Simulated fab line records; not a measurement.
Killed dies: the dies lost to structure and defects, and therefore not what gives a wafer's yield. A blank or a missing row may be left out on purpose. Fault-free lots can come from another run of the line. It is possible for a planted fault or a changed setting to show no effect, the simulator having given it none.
Which tool is to blame? -- flow gf180mcu -- 43 wafers from 15 lots sampled at 5 of the route's 602 steps

## WHAT EACH GAUGE READ, for each wafer
GF_M3_OVL_MEAS_15.
lot,measured,on,M3_OVL (nm)
L309,day 22 00:21,overlay-02,8 4 10
L310,day 22 05:25,overlay-01,-9 -13 -10
L311,day 23 02:37,overlay-02,-10 -8 -7
L314,day 23 19:34,overlay-02,7 10 9
L313,day 23 23:37,overlay-02,-10 -7
L315,day 24 01:22,overlay-01,10 -2 3
L318,day 25 04:21,overlay-02,-1 -2
L322,day 26 10:07,overlay-02,8 2 -5
L323,day 26 19:58,overlay-01,11 5 7
L324,day 27 05:45,overlay-01,-12 -8 -7
L326,day 27 16:10,overlay-01,0 1 -1
L328,day 28 02:52,overlay-01,-5 3 -5
L329,day 28 08:30,overlay-01,2 3 -1
L330,day 28 20:22,overlay-02,-4 1 -2
L332,day 29 05:22,overlay-02,4 -4 2

GF_V3_CD_MEAS_14 targets a cd of 260 nm.
lot,measured,on,cd nm (nm)
L309,day 23 00:37,cd sem-01,261.0 259.9 259.8
L310,day 23 06:08,cd sem-02,259.2 260.5 261.3
L311,day 24 02:39,cd sem-01,257.2 257.8 256.6
L314,day 24 19:08,cd sem-02,259.9 259.3 259.7
L313,day 24 23:24,cd sem-02,261.6 261.9
L315,day 25 01:00,cd sem-01,261.0 259.3 261.1
L318,day 26 03:20,cd sem-01,258.5 259.5
L322,day 27 08:04,cd sem-02,260.1 259.3 259.0
L323,day 27 17:05,cd sem-02,260.7 259.7 260.1
L324,day 28 02:48,cd sem-02,262.1 261.6 261.3
L326,day 28 12:50,cd sem-01,260.2 259.0 258.9
L328,day 28 23:24,cd sem-01,259.6 260.2 259.7
L329,day 29 05:30,cd sem-02,257.8 259.7 258.8
L330,day 29 18:05,cd sem-01,261.3 261.7 261.0
L332,day 30 01:25,cd sem-02,261.2 260.8 258.8

GF_V5_BOW_MEAS_05.
lot,measured,on,V5_BOW (um)
L309,day 26 22:30,film metro-01,133 132 130
L310,day 27 04:11,film metro-04,145 136 131
L311,day 27 21:56,film metro-03,115 118 142
L314,day 28 13:10,film metro-04,146 137 160
L313,day 28 16:39,film metro-01,124 138 - -
L315,day 28 17:53,film metro-04,131 134 136 - - -
L318,day 29 17:56,film metro-03,123 110 - -
L322,day 30 20:17,film metro-04,117 110 123
L323,day 31 04:29,film metro-03,139 138 151
L324,day 31 12:46,film metro-01,148 142 149
L326,day 31 22:06,film metro-01,145 155 154
L328,day 32 09:25,film metro-01,123 135 123
L329,day 32 13:38,film metro-04,133 135 136
L330,day 33 01:03,film metro-04,148 135 133
L332,day 33 07:52,film metro-04,133 139 144

## WHICH TOOL RAN EACH LOT (tool, then ch and the chambers of the sampled wafers, then the start)
lot,GF_V4_ETCH_17,GF_V5_CMP_04
L309,"rie diel-01 ch 0,1,3, day 26 22:14 or earlier","cmp-02 ch 0,1,3, day 26 22:14"
L310,"rie diel-02 ch 0,1,3, day 27 03:53 or earlier","cmp-01 ch 0,2,3, day 27 03:53"
L311,"rie diel-01 ch 0,1,3, day 27 21:38 or earlier","cmp-02 ch 0,3, day 27 21:38"
L314,"rie diel-03 ch 0,2, day 28 12:52 or earlier","cmp-01 ch 1,2, day 28 12:52"
L313,"rie diel-01 ch 1, day 28 16:17 or earlier","cmp-01 ch 0, day 28 16:17"
L315,"rie diel-01 ch 0,1,3, day 28 17:41 or earlier","cmp-01 ch 0,1,3, day 28 17:41"
L318,"rie diel-02 ch 1,2, day 29 17:37 or earlier","cmp-01 ch 2,3, day 29 17:37"
L322,"rie diel-01 ch 0,1,2, day 30 20:04 or earlier","cmp-02 ch 0,1,2, day 30 20:04"
L323,"rie diel-01 ch 0,1,2, day 31 04:11 or earlier","cmp-02 ch 0,1,2, day 31 04:11"
L324,"rie diel-02 ch 0,1,2, day 31 12:26 or earlier","cmp-02 ch 1,2,3, day 31 12:26"
L326,"rie diel-03 ch 1,2, day 31 21:51 or earlier","cmp-02 ch 1,2,3, day 31 21:51"
L328,"rie diel-03 ch 1,2,3, day 32 09:05 or earlier","cmp-02 ch 0,1,2, day 32 09:05"
L329,"rie diel-03 ch 2,3, day 32 13:20 or earlier","cmp-02 ch 0,1, day 32 13:20"
L330,"rie diel-01 ch 0,2,3, day 33 00:49 or earlier","cmp-01 ch 0,1,2, day 33 00:49"
L332,"rie diel-01 ch 0,1,2, day 33 07:29 or earlier","cmp-02 ch 0,1,3, day 33 07:29"
- GF_V4_ETCH_17: etches SiO2 in C4F8/O2/Ar, stops on TiN, target depth 630 nm.
- GF_V5_CMP_04: polishes SiO2.

## AS READ BY THE TOOLS THEMSELVES (means over the sampled wafers that have a number; for cases with no such wafer, the mark the record gives instead)
GF_V4_ETCH_17.
lot,tool,oes product au (a.u.)
L309,rie diel-01,0.860
L310,rie diel-02,0.854
L311,rie diel-01,0.853
L314,rie diel-03,0.853
L313,rie diel-01,0.860
L315,rie diel-01,0.852
L318,rie diel-02,0.859
L322,rie diel-01,0.860
L323,rie diel-01,0.857
L324,rie diel-02,0.858
L326,rie diel-03,0.853
L328,rie diel-03,0.857
L329,rie diel-03,0.852
L330,rie diel-01,0.860
L332,rie diel-01,0.857

GF_V5_CMP_04.
lot,tool,motor current A (A)
L309,cmp-02,13.5
L310,cmp-01,11.9
L311,cmp-02,14.2
L314,cmp-01,10.7
L313,cmp-01,12.2
L315,cmp-01,12.2
L318,cmp-01,11.7
L322,cmp-02,12.9
L323,cmp-02,12.4
L324,cmp-02,13.1
L326,cmp-02,13.4
L328,cmp-02,12.7
L329,cmp-02,12.0
L330,cmp-01,11.8
L332,cmp-02,13.0

## THE ANSWER, worked out from the rows above alone
Rule: the lots themselves supply what counts as usual. Put in order of their means at a reading, lots are off if they are a third of the lots or fewer, leave a main group of 4 or more, and stand apart from it by a gap of 3 or more times the standard deviation of the main group's means; of several such gaps the widest counts. Not used: any main group whose means are identical at the precision the tables above print for the reading. Also off: a lot with no number at a reading for which 4 or more lots have one. Any other lot the step has rows for is counted as sound. The gauges are gone through in route order, then the tools' own readings, and for those a lot's mean is taken as printed above. The first step at which some lot is off is used, and at that step the reading that is off furthest; a lot without a number counts as furthest.
None of the lots is off at any reading shown; this tells nothing.

## WHAT THE SIMULATOR HAD INSERTED
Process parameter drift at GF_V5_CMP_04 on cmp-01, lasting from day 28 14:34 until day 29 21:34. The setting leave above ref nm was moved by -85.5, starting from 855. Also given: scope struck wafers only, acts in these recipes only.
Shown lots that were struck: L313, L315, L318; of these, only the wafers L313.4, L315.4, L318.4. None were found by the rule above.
